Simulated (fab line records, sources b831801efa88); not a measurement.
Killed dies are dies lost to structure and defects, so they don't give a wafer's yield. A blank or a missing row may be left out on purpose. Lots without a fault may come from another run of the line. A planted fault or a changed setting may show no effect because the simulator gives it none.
fab line records | flow gf180mcu | part 1 of 2: steps 1 to 27 of 38
record lots=5 wafers=15 last_day=33
route steps=602 shown V1@346 M2@362 V2@382
lots that met no fault: from a run of the same line without faults
start_h: hours from the record's first day to the start of the lot's first wafer shown | wait_h: hours since the lot's step before | " the same as in the row above | L1.1+2: a row that stands for several wafers | - no value, or no start given | * or withheld: withheld | < > ~ a bound
route shown NAME@n: a module of which the file shows steps, and the number in the route of the first | usual: mean/standard deviation of fault-free wafers | same: alike in all rows | chamber/n: place in a boat | sites: the reading at each site | _std_site: their standard deviation | _edge_site: outer sites' mean less inner sites' | radius_mm: how far each site lies from the wafer's centre | mask NAME#n: copy n | behind: the tool/chamber that last shaped the wafer | hold: why the lot was held/for how many hours/how that ended | device: the transistor (n, p or np) that didn't switch | end of line: the same wafers' tests at the end of the route | a step without rows: its recipe alone | killed: dies lost to structure and defects at the first sort, not the wafer's yield | map: a wafer's dies, x killed, . not, _ none there
set.NAME: the setting as run; set.NAME@STEP: as run at that earlier step | model.NAME: the simulator's own value behind a step, which no gauge read
lots at some steps of the route; a table a step, a row a wafer
services: from which hour (start_h, from the record's first day; less than 0 if before it) a tool's chamber was out of use, for how many hours, and why
## steps
# step GF_V1_EXPOSE_11
# recipe mask_id=Via1 target_cd_nm=260 na=0.68 source_shape=conventional sigma_outer=0.6 dose_mj=38
# same sigma_outer=0.6
# columns lot.wafer tool chamber start_h wait_h mask
L075.2+4+5 krf_scanner-02 0 - - Via1#0
L078.3+5+6 krf_scanner-02 0 - - Via1#0
L090.1+2+3 krf_scanner-02 0 - - Via1#0
L092.2+3+5 krf_scanner-02 0 - - Via1#0
L093.2+3+4 krf_scanner-01 0 - - Via1#0
# step GF_V1_PEB_12
# recipe peb_temp_c=135 peb_time_s=90 resist=KrF
# usual heater_power_total_W=85.70/0.088
# columns lot.wafer tool chamber start_h wait_h heater_power_total_W
L075.2 litho_track-02 0 - - 85.81
L075.4 " 0 " " 85.60
L075.5 " 0 " " 85.78
L078.3 litho_track-02 0 - - 85.63
L078.5 " 0 " " 85.78
L078.6 " 0 " " 85.67
L090.1 litho_track-02 0 - - 85.71
L090.2 " 0 " " 85.66
L090.3 " 0 " " 85.74
L092.2 litho_track-03 0 - - 85.69
L092.3 " 0 " " 85.72
L092.5 " 0 " " 85.61
L093.2 litho_track-04 0 - - 85.55
L093.3 " 0 " " 85.75
L093.4 " 0 " " 85.64
# step GF_V1_DEVELOP_13
# recipe develop_time_s=60 resist=KrF dev_temp_c=21
# columns lot.wafer tool chamber start_h wait_h
L075.2+4+5 litho_track-02 0 425.62 0.2
L078.3+5+6 litho_track-02 0 452.34 0.1
L090.1+2+3 litho_track-02 0 557.64 0.2
L092.2+3+5 litho_track-03 0 567.12 0.2
L093.2+3+4 litho_track-04 0 581.80 0.2
# step GF_V1_CD_MEAS_14
# recipe target_cd_nm=260
# usual cd_nm=260.2/1.5
# columns lot.wafer tool chamber start_h wait_h cd_nm
L075.2 cd_sem-02 - 425.76 0.1 257.8
L075.4 " - " " 259.6
L075.5 " - " " 259.4
L078.3 cd_sem-02 - 452.48 0.1 261.1
L078.5 " - " " 261.7
L078.6 " - " " 261.5
L090.1 cd_sem-01 - 557.79 0.1 262.9
L090.2 " - " " 261.7
L090.3 " - " " 262.8
L092.2 cd_sem-02 - 567.27 0.1 258.8
L092.3 " - " " 260.6
L092.5 " - " " 260.8
L093.2 cd_sem-01 - 581.94 0.1 258.2
L093.3 " - " " 257.8
L093.4 " - " " 258.6
# step GF_V1_OVL_MEAS_15
# usual V1_OVL=-1/6.8
# columns lot.wafer tool chamber start_h wait_h V1_OVL[nm]
L075.2 overlay-02 - 425.87 0.1 0
L075.4 " - " " 0
L075.5 " - " " 2
L078.3 overlay-01 - 452.58 0.1 12
L078.5 " - " " 12
L078.6 " - " " 12
L090.1 overlay-02 - 557.91 0.1 -3
L090.2 " - " " -7
L090.3 " - " " -9
L092.2 overlay-02 - 567.38 0.1 -6
L092.3 " - " " -8
L092.5 " - " " -2
L093.2 overlay-01 - 582.05 0.1 -4
L093.3 " - " " -4
L093.4 " - " " -9
# step GF_V1_ETCH_16
# recipe chemistry=N2/H2 target_depth_a=withheld overetch_a=withheld time_s=withheld target=BARC ion_energy_ev=200 source_w=500 bias_w=100 pressure_mtorr=30 n2_flow_sccm=100 h2_flow_sccm=200
# usual drypump_motor_current_A=5.5/0.47 oes_product_au=0.855/0.0046 throttle_valve_pct=13.224/0.0087
# columns lot.wafer tool chamber start_h wait_h drypump_motor_current_A oes_product_au throttle_valve_pct
L075.2 rie_diel-04 2 425.90 0.0 6.5 0.856 13.209
L075.4 " 3 " " 6.2 0.846 13.233
L075.5 " 3 " " 6.3 0.854 13.224
L078.3 rie_diel-03 3 452.60 0.0 5.2 0.846 13.209
L078.5 " 2 " " 4.9 0.856 13.225
L078.6 " 1 " " 5.4 0.856 13.226
L090.1 rie_diel-04 2 557.95 0.0 6.5 0.856 13.227
L090.2 " 3 " " 6.2 0.853 13.217
L090.3 " 0 " " 5.1 0.861 13.224
L092.2 rie_diel-03 0 567.41 0.0 5.5 0.859 13.221
L092.3 " 1 " " 5.4 0.862 13.220
L092.5 " 2 " " 4.9 0.853 13.229
L093.2 rie_diel-04 2 582.08 0.0 6.4 0.852 13.226
L093.3 " 1 " " 5.6 0.853 13.216
L093.4 " 0 " " 5.1 0.862 13.226
# step GF_V1_ETCH_17
# recipe chemistry=C4F8/O2/Ar mask_material=KrF target=SiO2 stop_on=TiN source_w=1500 bias_w=1200 pressure_mtorr=40 c4f8_flow_sccm=withheld O2_flow_sccm=6 Ar_flow_sccm=300 time_s=withheld target_depth_a=6300
# usual oes_product_au=0.856/0.0046
# columns lot.wafer tool chamber start_h wait_h oes_product_au
L075.2 rie_diel-04 2 - - 0.864
L075.4 " 3 " " 0.856
L075.5 " 3 " " 0.852
L078.3 rie_diel-03 3 - - 0.866
L078.5 " 2 " " 0.857
L078.6 " 1 " " 0.850
L090.1 rie_diel-04 2 - - 0.856
L090.2 " 3 " " 0.856
L090.3 " 0 " " 0.850
L092.2 rie_diel-03 0 - - 0.846
L092.3 " 1 " " 0.861
L092.5 " 2 " " 0.862
L093.2 rie_diel-04 2 - - 0.854
L093.3 " 1 " " 0.854
L093.4 " 0 " " 0.856
# step GF_V1_STRIP_18
# recipe chemistry=O2/N2 power_w=1357 pressure_mtorr=1500 platen_temp_c=250 o2_flow_sccm=3000 n2_flow_sccm=300 overash_fraction=0.5
# usual drypump_motor_current_A=6.0/0.36 heater_power_w=325/24 oes_product_au=0.592/0.0048
# columns lot.wafer tool chamber start_h wait_h drypump_motor_current_A heater_power_w oes_product_au rf_hours_counter_h
L075.2 plasma_asher-03 1 426.03 - 6.0 307 0.594 73
L075.4 " 0 " " 6.7 355 0.591 -
L075.5 " 1 " " 6.0 303 0.593 -
L078.3 plasma_asher-02 0 452.76 - 5.6 330 0.590 -
L078.5 " 1 " " 6.2 347 0.590 -
L078.6 " 0 " " 5.6 316 0.593 -
L090.1 plasma_asher-02 0 558.08 - 5.6 315 0.593 13
L090.2 " 1 " " 6.2 348 0.597 13
L090.3 " 0 " " 5.6 312 0.590 -
L092.2 plasma_asher-01 1 567.53 - 5.8 309 0.586 78
L092.3 " 0 " " 5.6 289 0.594 -
L092.5 " 1 " " 5.8 313 0.593 -
L093.2 plasma_asher-03 0 582.21 - 6.7 346 0.590 90
L093.3 " 0 " " 6.6 360 0.588 -
L093.4 " 1 " " 5.9 305 0.588 -
# step GF_V1_STRIP_19
# recipe chemistry=post_etch_residue_remover time_s=1200 temp_c=72.5
# columns lot.wafer tool chamber start_h wait_h
L075.2+4+5 wet_bench-03 2 426.13 0.1
L078.3+5+6 wet_bench-03 0 452.83 0.0
L090.1+2+3 wet_bench-03 2 558.18 0.1
L092.2+3+5 wet_bench-03 3 567.63 0.1
L093.2+3+4 wet_bench-02 1 582.31 0.1
# step GF_V1_CLEAN_20
# recipe chemistry=DIW dry=n2_spin
# columns lot.wafer tool chamber start_h wait_h
L075.2+4+5 wet_bench-03 0 426.47 0.0
L078.3+5+6 wet_bench-04 1 453.17 0.0
L090.1+2+3 wet_bench-02 3 558.52 0.0
L092.2+3+5 wet_bench-04 1 568.01 0.0
L093.2+3+4 wet_bench-03 2 582.65 0.0
# step GF_V1_SPUTTER_21
# recipe material=Ti target_thk_nm=15 chamber_pressure_pa=5 power_w=2500 substrate_temp_c=200 time_s=80.02
# usual throttle_valve_pct=29.9/1.1
# columns lot.wafer tool chamber start_h wait_h throttle_valve_pct
L075.2 pvd_sputter-03 - 426.56 0.0 29.2
L075.4 " - " " 29.5
L075.5 " - " " 29.6
L078.3 pvd_sputter-02 - 453.26 0.0 32.0
L078.5 " - " " 28.2
L078.6 " - " " 31.5
L090.1 pvd_sputter-02 - 558.62 0.0 31.4
L090.2 " - " " 29.0
L090.3 " - " " 32.1
L092.2 pvd_sputter-03 - 568.11 0.0 30.4
L092.3 " - " " 29.0
L092.5 " - " " 29.7
L093.2 pvd_sputter-03 - 582.74 0.0 29.6
L093.3 " - " " 29.1
L093.4 " - " " 29.1
# step GF_V1_SPUTTER_22
# recipe material=TiN target_thk_nm=10 chamber_pressure_pa=5 power_w=4000 time_s=40
# usual throttle_valve_pct=29.9/1.1
# columns lot.wafer tool chamber start_h wait_h throttle_valve_pct
L075.2 pvd_sputter-03 - 426.62 0.0 29.0
L075.4 " - " " 29.5
L075.5 " - " " 29.9
L078.3 pvd_sputter-02 - 453.32 0.0 31.9
L078.5 " - " " 28.0
L078.6 " - " " 31.7
L090.1 pvd_sputter-02 - 558.68 0.0 31.4
L090.2 " - " " 29.4
L090.3 " - " " 32.0
L092.2 pvd_sputter-03 - 568.17 0.0 30.3
L092.3 " - " " 28.6
L092.5 " - " " 29.7
L093.2 pvd_sputter-03 - 582.80 0.0 29.7
L093.3 " - " " 29.1
L093.4 " - " " 29.2
# step GF_V1_CVD_23
# recipe material=W target_thk_nm=350 time_s=105.05 temp_c=400 pressure_torr=40
# usual heater_power_outer_w=516/41 heater_power_w=855/81
# columns lot.wafer tool chamber start_h wait_h heater_power_outer_w heater_power_w
L075.2 cvd_w-02 0 426.66 0.0 553 957
L075.4 " 1 " " 510 853
L075.5 " 1 " " 509 860
L078.3 cvd_w-02 1 453.40 0.1 516 844
L078.5 " 1 " " 518 868
L078.6 " 0 " " 552 947
L090.1 cvd_w-02 0 558.72 0.0 554 946
L090.2 " 1 " " 523 845
L090.3 " 1 " " 526 851
L092.2 cvd_w-02 0 568.21 0.0 557 909
L092.3 " 1 " " 525 837
L092.5 " 1 " " 526 857
L093.2 cvd_w-01 0 582.84 0.0 453 732
L093.3 " 1 " " 503 801
L093.4 " 0 " " 454 716
# step GF_V1_RS_MEAS_24
# recipe thk_meas_gauge=four-point-probe reads=W_of_V1_CVD_23+TiN_of_V1_SPUTTER_22+Ti_of_V1_SPUTTER_21
# usual V1_W_RS=0.325/0.0034
# columns lot.wafer tool chamber start_h wait_h V1_W_RS[ohm/sq]
L075.2 film_metro-01 - 426.80 0.1 0.320
L075.4 " - " " 0.324
L075.5 " - " " 0.322
L078.3 film_metro-02 - 453.51 0.1 0.325
L078.5 " - " " 0.326
L078.6 " - " " 0.324
L090.1 film_metro-02 - 558.83 0.1 0.326
L090.2 " - " " 0.324
L090.3 " - " " 0.325
L092.2 film_metro-02 - 568.34 0.1 0.320
L092.3 " - " " 0.321
L092.5 " - " " 0.315
L093.2 film_metro-02 - 583.02 0.1 0.324
L093.3 " - " " 0.328
L093.4 " - " " 0.331
# step GF_V1_THK_MEAS_25
# recipe thk_meas_gauge=xrf reads=W_of_V1_CVD_23
# usual V1_W_THK=350/4.5
# columns lot.wafer tool chamber start_h wait_h V1_W_THK[nm]
L075.2 film_metro-01 - 426.91 0.1 359
L075.4 " - " " 353
L075.5 " - " " 358
L078.3 film_metro-02 - 453.61 0.1 347
L078.5 " - " " 348
L078.6 " - " " 346
L090.1 film_metro-02 - 558.95 0.1 351
L090.2 " - " " 351
L090.3 " - " " 348
L092.2 film_metro-02 - 568.45 0.1 354
L092.3 " - " " 353
L092.5 " - " " 361
L093.2 film_metro-02 - 583.13 0.1 351
L093.3 " - " " 347
L093.4 " - " " 343
# step GF_V1_CMP_26
# recipe stop_on=SiO2 down_force_psi=3.5 platen_rpm=60 t_overpolish_s=15 target_thk_nm=0 pad_velocity_m_s=0.94248
# usual motor_current_A=10.7/0.84 overpolish_run_s=15.001/0.0099 platen_rpm=60.00/0.04 slurry_flow_ml_min=149.9/0.47 time_to_endpoint_s=87/4
# columns lot.wafer tool chamber start_h wait_h motor_current_A overpolish_run_s platen_rpm slurry_flow_ml_min time_to_endpoint_s
L075.2 cmp-02 1 427.01 0.1 10.4 15.005 59.98 149.2 91
L075.4 " 3 " " 10.7 15.007 59.98 149.2 85
L075.5 " 0 " " 9.8 15.014 60.06 149.8 84
L078.3 cmp-01 0 453.80 0.2 10.0 14.996 59.99 149.6 93
L078.6 " 1 " " 12.0 15.000 59.95 150.3 83
L078.5 " 2 " " 9.6 15.023 59.94 150.5 92
L090.1 cmp-01 1 559.06 0.1 11.6 14.998 60.00 149.5 88
L090.2 " 2 " " 10.0 15.004 60.07 150.7 92
L090.3 " 3 " " 12.9 14.993 59.95 149.8 87
L092.3 cmp-02 3 568.50 0.0 10.3 15.010 59.94 150.4 87
L092.2 " 0 " " 10.0 14.992 60.06 149.7 80
L092.5 " 0 " " 10.1 14.998 60.03 149.7 82
L093.3 cmp-02 1 583.23 0.1 10.9 15.003 59.96 150.6 89
L093.2 " 2 " " 11.1 14.993 59.98 150.0 83
L093.4 " 3 " " 10.8 14.994 60.06 150.4 80
# step GF_M2_SPUTTER_00
# recipe material=Ti target_thk_nm=37.5 arriving_ion_energy_ev=80 substrate_temp_c=200 chamber_pressure_pa=2 power_w=4000 time_s=150
# usual throttle_valve_pct=30.1/1.3
# columns lot.wafer tool chamber start_h wait_h throttle_valve_pct
L075.2 pvd_sputter-02 - 427.26 0.2 31.5
L075.4 " - " " 29.5
L075.5 " - " " 29.4
L078.3 pvd_sputter-01 - 453.95 0.1 28.6
L078.5 " - " " 29.0
L078.6 " - " " 31.1
L090.1 pvd_sputter-04 - 559.31 0.2 30.1
L090.2 " - " " 30.8
L090.3 " - " " 30.0
L092.2 pvd_sputter-04 - 568.80 0.2 29.9
L092.3 " - " " 31.8
L092.5 " - " " 30.6
L093.2 pvd_sputter-02 - 583.48 0.1 31.9
L093.3 " - " " 28.3
L093.4 " - " " 32.0
# step GF_M2_SPUTTER_01
# recipe material=TiN target_thk_nm=30 power_w=6500 time_s=25 chamber_pressure_pa=0.4
# usual throttle_valve_pct=30.1/1.3
# columns lot.wafer tool chamber start_h wait_h throttle_valve_pct
L075.2 pvd_sputter-02 - 427.36 0.1 31.5
L075.4 " - " " 29.3
L075.5 " - " " 29.2
L078.3 pvd_sputter-01 - 454.05 0.1 28.5
L078.5 " - " " 28.8
L078.6 " - " " 31.3
L090.1 pvd_sputter-04 - 559.41 0.1 30.1
L090.2 " - " " 30.6
L090.3 " - " " 29.9
L092.2 pvd_sputter-04 - 568.90 0.1 29.9
L092.3 " - " " 31.3
L092.5 " - " " 30.4
L093.2 pvd_sputter-02 - 583.58 0.1 31.4
L093.3 " - " " 28.5
L093.4 " - " " 32.1
# step GF_M2_SPUTTER_02
# recipe material=AlCu target_thk_nm=450 power_w=10600 time_s=23.9 chamber_pressure_pa=0.4
# usual throttle_valve_pct=30.1/1.4
# columns lot.wafer tool chamber start_h wait_h throttle_valve_pct
L075.2 pvd_sputter-02 - 427.39 0.0 31.7
L075.4 " - " " 29.3
L075.5 " - " " 29.4
L078.3 pvd_sputter-01 - 454.09 0.0 28.7
L078.5 " - " " 28.9
L078.6 " - " " 31.3
L090.1 pvd_sputter-04 - 559.44 0.0 30.1
L090.2 " - " " 30.7
L090.3 " - " " 29.8
L092.2 pvd_sputter-04 - 568.93 0.0 29.9
L092.3 " - " " 31.5
L092.5 " - " " 30.9
L093.2 pvd_sputter-02 - 583.61 0.0 31.6
L093.3 " - " " 28.5
L093.4 " - " " 31.8
# step GF_M2_SPUTTER_03
# recipe material=Ti target_thk_nm=10 substrate_temp_c=300 chamber_pressure_pa=0.3 power_w=3000 time_s=6.7
# usual throttle_valve_pct=30.1/1.3
# columns lot.wafer tool chamber start_h wait_h throttle_valve_pct
L075.2 pvd_sputter-02 - 427.42 0.0 31.7
L075.4 " - " " 29.2
L075.5 " - " " 29.4
L078.3 pvd_sputter-01 - 454.12 0.0 28.9
L078.5 " - " " 28.9
L078.6 " - " " 31.4
L090.1 pvd_sputter-04 - 559.47 0.0 30.0
L090.2 " - " " 30.5
L090.3 " - " " 30.1
L092.2 pvd_sputter-04 - 568.96 0.0 30.0
L092.3 " - " " 31.4
L092.5 " - " " 30.7
L093.2 pvd_sputter-02 - 583.64 0.0 31.7
L093.3 " - " " 28.0
L093.4 " - " " 32.1
# step GF_M2_SPUTTER_04
# recipe material=TiN target_thk_nm=50 power_w=6649 time_s=41.7 chamber_pressure_pa=0.4
# usual throttle_valve_pct=30.1/1.3
# columns lot.wafer tool chamber start_h wait_h throttle_valve_pct
L075.2 pvd_sputter-02 - 427.44 0.0 31.9
L075.4 " - " " 29.4
L075.5 " - " " 29.3
L078.3 pvd_sputter-01 - 454.14 0.0 28.9
L078.5 " - " " 28.9
L078.6 " - " " 31.4
L090.1 pvd_sputter-04 - 559.49 0.0 30.2
L090.2 " - " " 30.5
L090.3 " - " " 29.7
L092.2 pvd_sputter-04 - 568.98 0.0 29.7
L092.3 " - " " 31.4
L092.5 " - " " 30.7
L093.2 pvd_sputter-02 - 583.66 0.0 31.4
L093.3 " - " " 28.0
L093.4 " - " " 32.1
# step GF_M2_RS_MEAS_05
# recipe thk_meas_gauge=four-point-probe reads=TiN_of_M2_SPUTTER_04+Ti_of_M2_SPUTTER_03+AlCu_of_M2_SPUTTER_02+TiN_of_M2_SPUTTER_01+Ti_of_M2_SPUTTER_00
# usual M2_ALCU_RS=0.0695/0.00058
# columns lot.wafer tool chamber start_h wait_h M2_ALCU_RS[ohm/sq]
L075.2 film_metro-01 - 427.50 0.0 0.0685
L075.4 " - " " 0.0687
L075.5 " - " " 0.0693
L078.3 film_metro-01 - 454.22 0.1 0.0694
L078.5 " - " " 0.0688
L078.6 " - " " 0.0691
L090.1 film_metro-02 - 559.53 0.0 0.0690
L090.2 " - " " 0.0696
L090.3 " - " " 0.0697
L092.2 film_metro-01 - 569.04 0.0 0.0707
L092.3 " - " " 0.0696
L092.5 " - " " 0.0697
L093.2 film_metro-02 - 583.72 0.0 0.0699
L093.3 " - " " 0.0693
L093.4 " - " " 0.0699
# step GF_M2_THK_MEAS_06
# recipe thk_meas_gauge=xrf reads=AlCu_of_M2_SPUTTER_02
# usual M2_ALCU_THK=456/4.7
# columns lot.wafer tool chamber start_h wait_h M2_ALCU_THK[nm]
L075.2 film_metro-01 - 427.61 0.1 469
L075.4 " - " " 467
L075.5 " - " " 461
L078.3 film_metro-01 - 454.32 0.1 461
L078.5 " - " " 465
L078.6 " - " " 466
L090.1 film_metro-02 - 559.65 0.1 459
L090.2 " - " " 457
L090.3 " - " " 454
L092.2 film_metro-01 - 569.15 0.1 453
L092.3 " - " " 462
L092.5 " - " " 458
L093.2 film_metro-02 - 583.83 0.1 452
L093.3 " - " " 459
L093.4 " - " " 454
# step GF_M2_DEHYDRATE_07
# recipe temp_c=200 time_s=60
# usual heater_power_total_W=160.35/0.13
# columns lot.wafer tool chamber start_h wait_h heater_power_total_W
L075.2 litho_track-03 0 438.78 11.2 160.42
L075.4 " 0 " " 160.18
L075.5 " 0 " " 160.43
L078.3 litho_track-02 0 465.39 11.1 160.59
L078.5 " 0 " " 160.20
L078.6 " 0 " " 160.46
L090.1 litho_track-02 0 569.84 10.2 160.16
L090.2 " 0 " " 160.48
L090.3 " 0 " " 160.24
L092.2 litho_track-02 0 579.42 10.3 160.16
L092.3 " 0 " " 160.28
L092.5 " 0 " " 160.39
L093.2 litho_track-02 0 594.22 10.4 160.27
L093.3 " 0 " " 160.34
L093.4 " 0 " " 160.45
# step GF_M2_HMDS_08
# recipe prime_time_s=60 prime_temp_c=120
# same prime_time_s=60
# columns lot.wafer tool chamber start_h wait_h
L075.2+4+5 litho_track-03 0 438.93 0.1
L078.3+5+6 litho_track-02 0 465.54 0.1
L090.1+2+3 litho_track-02 0 569.99 0.1
L092.2+3+5 litho_track-02 0 579.57 0.1
L093.2+3+4 litho_track-02 0 594.37 0.1
# step GF_M2_COAT_09
# recipe resist=KrF spin_rpm=withheld resist_thk_nm=1000
# columns lot.wafer tool chamber start_h wait_h
L075.2+4+5 litho_track-03 0 439.08 0.1
L078.3+5+6 litho_track-02 0 465.69 0.1
L090.1+2+3 litho_track-02 0 570.14 0.1
L092.2+3+5 litho_track-02 0 579.72 0.1
L093.2+3+4 litho_track-02 0 594.52 0.1
# step GF_M2_SOFTBAKE_10
# recipe temp_c=130 time_s=60 resist=KrF
# usual heater_power_total_W=93.05/0.064
# columns lot.wafer tool chamber start_h wait_h heater_power_total_W
L075.2 litho_track-03 0 439.23 0.1 93.11
L075.4 " 0 " " 93.19
L075.5 " 0 " " 93.09
L078.3 litho_track-02 0 465.84 0.1 92.95
L078.5 " 0 " " 92.98
L078.6 " 0 " " 93.03
L090.1 litho_track-02 0 570.29 0.1 92.95
L090.2 " 0 " " 93.15
L090.3 " 0 " " 93.04
L092.2 litho_track-02 0 579.87 0.1 93.02
L092.3 " 0 " " 93.08
L092.5 " 0 " " 93.06
L093.2 litho_track-02 0 594.67 0.1 93.13
L093.3 " 0 " " 93.09
L093.4 " 0 " " 93.06
